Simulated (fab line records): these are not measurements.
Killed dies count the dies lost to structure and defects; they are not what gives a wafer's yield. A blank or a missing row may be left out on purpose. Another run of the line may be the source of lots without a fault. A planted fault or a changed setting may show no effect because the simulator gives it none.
The tool behind it: which one? -- flow sky130 -- 15 lots, 45 wafers sampled, at 6 steps of a route of 708

## WHAT THE GAUGES SHOWED, per wafer
SKY_POLY_GATE_OVL_MEAS_14. Usual: for POLY_GATE_OVL the level is 0 nm and the standard deviation is 5.8.
lot,measured,on,POLY_GATE_OVL (nm),flag
L383,day 15 23:53,overlay-01,5 0 1,
L384,day 16 21:52,overlay-01,9 11 11,
L389,day 18 09:25,overlay-02,-4 1 1,
L391,day 19 00:32,overlay-01,-1 0 0,
L392,day 19 13:43,overlay-01,0 -11 -1,
L393,day 20 05:31,overlay-02,8 2 -3,
L394,day 21 02:14,overlay-01,9 7 -1,
L396,day 21 05:52,overlay-01,-4 -9 0,
L397,day 21 15:49,overlay-02,6 7 2,
L400,day 22 13:43,overlay-02,-1 -9 4,
L401,day 22 20:31,overlay-01,2 0 6,
L402,day 23 06:04,overlay-01,-1 -1 -5,
L403,day 23 23:52,overlay-01,-7 -1 0,
L405,day 24 13:16,overlay-02,10 6 6,
L406,day 24 20:20,overlay-02,-7 -9 -6,

SKY_LDD_HVP_TW_MEAS_10. Usual: for LDD_HVP_TW the level is 461 and the standard deviation is 4.4.
lot,measured,on,LDD_HVP_TW,flag
L383,day 21 17:08,film-metro-03,465 464 466,
L384,day 22 06:44,film-metro-01,459 461 458,
L389,day 23 17:05,film-metro-04,456 458 457,
L391,day 24 08:05,film-metro-01,459 458 459,
L392,day 24 21:10,film-metro-04,30 30 30,OFF
L393,day 25 12:29,film-metro-03,31 31 31,OFF
L394,day 26 07:31,film-metro-04,30 30 30,OFF
L396,day 26 12:32,film-metro-03,465 470 467,
L397,day 26 19:56,film-metro-01,460 460 460,
L400,day 27 16:05,film-metro-01,457 455 455,
L401,day 27 20:29,film-metro-03,467 467 470,
L402,day 28 06:44,film-metro-01,456 455 456,
L403,day 28 21:29,film-metro-04,459 458 458,
L405,day 29 09:01,film-metro-03,472 465 469,
L406,day 29 15:54,film-metro-03,467 468 468,

## WHICH TOOL RAN EACH LOT (tool, then ch and the chambers of the sampled wafers, then the start)
lot,SKY_POLY_GATE_ETCH_15,SKY_POLY_GATE_ETCH_16,SKY_LDD_HVN_STRIP_09,SKY_LDD_HVP_STRIP_09
L383,"rie-diel-03 ch 0,1,3, day 15 23:55","rie-diel-03 ch 0,1,3, day 15 23:59","plasma-asher-01 ch 0,1, day 20 09:34","plasma-asher-03 ch 0,1, day 21 17:02"
L384,"rie-diel-03 ch 0,1,2, day 16 21:55","rie-diel-03 ch 0,1,2, day 16 21:59","plasma-asher-02 ch 0,1, day 20 23:23","plasma-asher-02 ch 0,1, day 22 06:38"
L389,"rie-diel-02 ch 0,1,3, day 18 09:28","rie-diel-02 ch 0,1,3, day 18 09:32","plasma-asher-02 ch 0,1, day 22 10:44","plasma-asher-03 ch 0,1, day 23 16:59"
L391,"rie-diel-02 ch 0,1, day 19 00:34","rie-diel-02 ch 0,1, day 19 00:38","plasma-asher-01 ch 0,1, day 23 02:01","plasma-asher-02 ch 0,1, day 24 07:59"
L392,"rie-diel-03 ch 0,2,3, day 19 13:45","rie-diel-03 ch 0,2,3, day 19 13:50","plasma-asher-02 ch 0,1, day 23 14:13","plasma-asher-03 ch 0,1, day 24 21:04"
L393,"rie-diel-02 ch 0,2,3, day 20 05:33","rie-diel-02 ch 0,2,3, day 20 05:38","plasma-asher-02 ch 0, day 24 06:10","plasma-asher-04 ch 0,1, day 25 12:23"
L394,"rie-diel-02 ch 0,1, day 21 02:16","rie-diel-02 ch 0,1, day 21 02:20","plasma-asher-01 ch 0,1, day 25 02:38","plasma-asher-03 ch 0,1, day 26 07:25"
L396,"rie-diel-04 ch 1,2,3, day 21 05:55","rie-diel-04 ch 1,2,3, day 21 05:59","plasma-asher-02 ch 0,1, day 25 07:07","plasma-asher-04 ch 0,1, day 26 12:26"
L397,"rie-diel-04 ch 1,2, day 21 15:52","rie-diel-04 ch 1,2, day 21 15:56","plasma-asher-02 ch 0,1, day 25 14:55","plasma-asher-02 ch 0,1, day 26 19:50"
L400,"rie-diel-03 ch 0,1,2, day 22 13:45","rie-diel-03 ch 0,1,2, day 22 13:50","plasma-asher-01 ch 0,1, day 26 11:20","plasma-asher-03 ch 0,1, day 27 15:59"
L401,"rie-diel-04 ch 0,1,3, day 22 20:33","rie-diel-04 ch 0,1,3, day 22 20:38","plasma-asher-02 ch 0,1, day 26 16:11","plasma-asher-03 ch 0,1, day 27 20:23"
L402,"rie-diel-03 ch 1,3, day 23 06:07","rie-diel-03 ch 1,3, day 23 06:11","plasma-asher-01 ch 0,1, day 27 03:23","plasma-asher-03 ch 0,1, day 28 06:38"
L403,"rie-diel-04 ch 1,2,3, day 23 23:55","rie-diel-04 ch 1,2,3, day 23 23:59","plasma-asher-03 ch 0,1, day 27 18:53","plasma-asher-04 ch 0,1, day 28 21:23"
L405,"rie-diel-03 ch 1,3, day 24 13:18","rie-diel-03 ch 1,3, day 24 13:23","plasma-asher-03 ch 0,1, day 28 05:58","plasma-asher-02 ch 0,1, day 29 08:55"
L406,"rie-diel-03 ch 0,2,3, day 24 20:22","rie-diel-03 ch 0,2,3, day 24 20:26","plasma-asher-01 ch 0,1, day 28 13:17","plasma-asher-02 ch 0,1, day 29 15:47"
- SKY_POLY_GATE_ETCH_15: etches BARC in N2/H2, stops on SiO2, time 118.5 s, target depth 110 nm.
- SKY_POLY_GATE_ETCH_16: etches Si3N4 in CH3F/O2, stops on poly-Si, time 147.5 s, target depth 75 nm.
- SKY_LDD_HVN_STRIP_09: strips in O2/N2.
- SKY_LDD_HVP_STRIP_09: strips in O2/N2.

## WHAT THE TOOLS THEMSELVES READ (means of the sampled wafers that have a number; where no wafer has one, the mark that the record gives instead)
SKY_POLY_GATE_ETCH_15. Usual: drypump-motor-current-A 6.0 A, standard deviation 0.44; oes-product-au 0.716 a.u., standard deviation 0.0049; throttle-valve-pct 13.214 %, standard deviation 0.0087.
lot,tool,drypump-motor-current-A (A),oes-product-au (a.u.),throttle-valve-pct (%),flag
L383,rie-diel-03,5.9,0.715,13.216,
L384,rie-diel-03,6.1,0.723,13.205,
L389,rie-diel-02,5.8,0.715,13.213,
L391,rie-diel-02,6.1,0.713,13.212,
L392,rie-diel-03,5.8,0.710,13.219,
L393,rie-diel-02,6.1,0.717,13.208,
L394,rie-diel-02,6.1,0.715,13.210,
L396,rie-diel-04,6.3,0.720,13.212,
L397,rie-diel-04,6.3,0.716,13.219,
L400,rie-diel-03,6.1,0.714,13.213,
L401,rie-diel-04,6.2,0.713,13.224,
L402,rie-diel-03,6.0,0.712,13.210,
L403,rie-diel-04,6.2,0.713,13.215,
L405,rie-diel-03,6.3,0.717,13.220,
L406,rie-diel-03,5.8,0.713,13.214,

SKY_POLY_GATE_ETCH_16. Usual: O2_flow_sccm 30.01 sccm, standard deviation 0.09; drypump-motor-current-A 6.0 A, standard deviation 0.44; oes-product-au 0.640 a.u., standard deviation 0.0048; throttle-valve-pct 10.535 %, standard deviation 0.0091.
lot,tool,O2_flow_sccm (sccm),drypump-motor-current-A (A),oes-product-au (a.u.),throttle-valve-pct (%),flag
L383,rie-diel-03,29.96,5.9,0.641,10.533,
L384,rie-diel-03,30.09,6.1,0.641,10.529,
L389,rie-diel-02,30.03,5.8,0.644,10.527,
L391,rie-diel-02,29.98,6.1,0.638,10.529,
L392,rie-diel-03,29.98,5.8,0.638,10.535,
L393,rie-diel-02,30.11,6.1,0.645,10.532,
L394,rie-diel-02,29.99,6.1,0.641,10.539,
L396,rie-diel-04,29.99,6.3,0.639,10.543,
L397,rie-diel-04,29.99,6.3,0.645,10.540,
L400,rie-diel-03,30.05,6.1,0.639,10.530,
L401,rie-diel-04,29.97,6.2,0.636,10.534,
L402,rie-diel-03,30.01,6.0,0.631,10.540,
L403,rie-diel-04,30.00,6.3,0.641,10.534,
L405,rie-diel-03,30.01,6.3,0.643,10.535,
L406,rie-diel-03,29.98,5.8,0.637,10.540,

SKY_LDD_HVN_STRIP_09. Usual: chamber-pressure-mTorr 1500.0 mTorr, standard deviation 1.4; drypump-motor-current-A 5.5 A, standard deviation 0.45; oes-product-au 0.408 a.u., standard deviation 0.0047; strip-time-to-endpoint-s 4.135 s, standard deviation 0.015.
lot,tool,chamber-pressure-mTorr (mTorr),drypump-motor-current-A (A),oes-product-au (a.u.),strip-time-to-endpoint-s (s),flag
L383,plasma-asher-01,1500.5,5.3,0.410,4.173,
L384,plasma-asher-02,1498.2,5.3,0.405,4.128,
L389,plasma-asher-02,1501.1,5.3,0.404,4.122,
L391,plasma-asher-01,1500.4,5.3,0.406,4.121,
L392,plasma-asher-02,-,-,-,-,OFF
L393,plasma-asher-02,-,-,-,-,OFF
L394,plasma-asher-01,-,-,-,-,OFF
L396,plasma-asher-02,1498.3,5.3,0.409,4.150,
L397,plasma-asher-02,1501.2,5.4,0.410,4.142,
L400,plasma-asher-01,1499.3,5.3,0.402,4.131,
L401,plasma-asher-02,1500.0,5.3,0.410,4.141,
L402,plasma-asher-01,1501.4,5.7,0.409,4.135,
L403,plasma-asher-03,1499.4,5.5,0.406,4.143,
L405,plasma-asher-03,1499.7,5.5,0.407,4.121,
L406,plasma-asher-01,1500.4,5.7,0.410,4.135,

SKY_LDD_HVP_STRIP_09. Usual: chamber-pressure-mTorr 1500.0 mTorr, standard deviation 1.4; drypump-motor-current-A 5.57 A, standard deviation 0.26; oes-product-au 0.409 a.u., standard deviation 0.0045; strip-time-to-endpoint-s 4.133 s, standard deviation 0.013.
lot,tool,chamber-pressure-mTorr (mTorr),drypump-motor-current-A (A),oes-product-au (a.u.),strip-time-to-endpoint-s (s),flag
L383,plasma-asher-03,1501.4,5.63,0.410,4.132,
L384,plasma-asher-02,1499.7,5.36,0.412,4.132,
L389,plasma-asher-03,1498.8,5.62,0.405,4.137,
L391,plasma-asher-02,1499.0,5.35,0.409,4.142,
L392,plasma-asher-03,1500.7,5.63,0.602,8.921,OFF
L393,plasma-asher-04,1500.7,5.92,0.609,8.988,OFF
L394,plasma-asher-03,1500.3,5.62,0.609,8.940,OFF
L396,plasma-asher-04,1500.6,5.97,0.409,4.123,
L397,plasma-asher-02,1501.2,5.37,0.406,4.124,
L400,plasma-asher-03,1498.8,5.62,0.405,4.136,
L401,plasma-asher-03,1500.1,5.51,0.413,4.122,
L402,plasma-asher-03,1500.5,5.48,0.413,4.118,
L403,plasma-asher-04,1500.2,5.91,0.408,4.115,
L405,plasma-asher-02,1501.0,5.36,0.410,4.133,
L406,plasma-asher-02,1500.8,5.32,0.409,4.130,

## THE ANSWER, worked out from the rows above alone
Rule: take the mean of a lot's wafers that have a number; if it is more than 3 standard deviations from the usual mean, the lot is off. A lot without any number at a reading at which 4 lots or more have one is off too. Any other lot the step has rows for is counted as sound. Order of review: gauges by route order, followed by the tools' own readings, for which a lot's mean as printed above is used. The first step at which some lot is off is used, and at that step the reading that is off furthest; a lot without a number counts as furthest.
Off: at SKY_LDD_HVP_TW_MEAS_10 (LDD_HVP_TW), L392, L393, L394.
If a tool, at a process step before that reading, ran all the lots that are off and no sound lot after the first of them, it fits. Not tried: the gauges at SKY_LDD_HVP_TW_MEAS_10; whatever is off there is also off at SKY_LDD_HVN_STRIP_09, on other tools, and gauge error can't account for it. Of those tried, none fits.

## WHAT WAS PUT IN BY THE SIMULATOR
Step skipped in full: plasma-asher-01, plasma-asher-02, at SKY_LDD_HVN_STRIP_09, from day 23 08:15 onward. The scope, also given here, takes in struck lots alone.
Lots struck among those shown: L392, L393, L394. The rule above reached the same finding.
